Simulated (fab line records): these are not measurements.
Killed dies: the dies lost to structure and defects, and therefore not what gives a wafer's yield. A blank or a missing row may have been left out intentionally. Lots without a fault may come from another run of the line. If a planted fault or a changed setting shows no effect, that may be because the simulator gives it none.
A single fault, viewed from 2 desks || flow sky130 || numbers are kept per desk, each desk with only its own; the story behind them comes last

FOR THE TOOL OWNER'S DESK: litho_track-01
The tool's own readings at SKY_POLY_CUT_DEVELOP_07 (develop time 60 s): means of the sampled wafers that have a number, for each lot that ran on this tool. Any lot whose mean is over 4 standard deviations away from the usual mean is out of limits and marked OUT; that distance is given in the brackets.
Columns: A = chill_plate_temp_C at SKY_POLY_CUT_DEVELOP_07, usual 23.00 C; B = developer_temp_C at SKY_POLY_CUT_DEVELOP_07, usual 20.99 C
{"lot": "L187", "first seen here": "day 24 00:00", "A": 23.08, "B": 20.99}
{"lot": "L190", "first seen here": "day 25 10:00", "A": 23.01, "B": 20.93}
{"lot": "L193", "first seen here": "day 26 14:00", "A": 22.93, "B": "21.86 (+9.2) OUT"}
{"lot": "L197", "first seen here": "day 27 23:00", "A": 23.06, "B": "21.75 (+8.0) OUT"}
{"lot": "L204", "first seen here": "day 30 12:00", "A": 22.84, "B": 20.95}
{"lot": "L207", "first seen here": "day 31 16:00", "A": 22.96, "B": 20.95}
{"lot": "L209", "first seen here": "day 31 23:00", "A": 22.93, "B": 21.13}
This desk's verdict: out of limits on L193, L197, starting with L193 at day 26 14:00 (developer_temp_C at SKY_POLY_CUT_DEVELOP_07). L187, L190, L204, L207, L209: within limits.

AT THE METROLOGY DESK
What the gauges read, lot by lot, whatever tool the lot ran on: means of the sampled wafers that have a number. Any lot whose mean is over 4 standard deviations away from the usual mean is out of limits and marked OUT; that distance is given in the brackets.
Columns: A = POLY_GATE_OVL at SKY_POLY_GATE_OVL_MEAS_14, usual -2 nm; B = LDD_LDN_OVL at SKY_LDD_LDN_OVL_MEAS_07, usual -0.5 nm
{"lot": "L187", "first seen here": "day 15 23:39", "A": 4, "B": -0.7}
{"lot": "L190", "first seen here": "day 17 12:51", "A": 2, "B": 0.9}
{"lot": "L193", "first seen here": "day 18 19:40", "A": -7, "B": 2.0}
{"lot": "L194", "first seen here": "day 19 04:06", "A": -3, "B": -0.4}
{"lot": "L195", "first seen here": "day 19 10:10", "A": -3, "B": -2.7}
{"lot": "L197", "first seen here": "day 20 07:16", "A": -2, "B": -0.6}
{"lot": "L198", "first seen here": "day 20 23:41", "A": 4, "B": -1.5}
{"lot": "L203", "first seen here": "day 22 12:52", "A": -2, "B": -0.2}
{"lot": "L205", "first seen here": "day 22 23:08", "A": -11, "B": -2.5}
{"lot": "L204", "first seen here": "day 23 00:53", "A": 1, "B": -1.6}
{"lot": "L207", "first seen here": "day 24 07:01", "A": -5, "B": 1.6}
{"lot": "L209", "first seen here": "day 24 16:42", "A": -7, "B": -0.1}
{"lot": "L210", "first seen here": "day 24 20:07", "A": -4, "B": -1.1}
Finding of this desk: none of the 13 lots has anything out of limits.

BROUGHT TOGETHER
On L193, L197, at day 26 14:00, an alarm was possible from the tool owner's desk.
Nothing out of limits was seen by the metrology desk.
The metrology desk holds a record of L193, L197, inside its limits.
All the named lots went through SKY_POLY_CUT_DEVELOP_07 on litho_track-01.

WHAT WAS PUT IN BY THE SIMULATOR
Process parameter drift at SKY_POLY_CUT_DEVELOP_07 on litho_track-01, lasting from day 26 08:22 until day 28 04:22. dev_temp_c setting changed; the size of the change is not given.
Struck lots among those shown: L193, L197.
Hours from the fault's start to each desk's first reading out of limits: the tool owner's desk, 6.
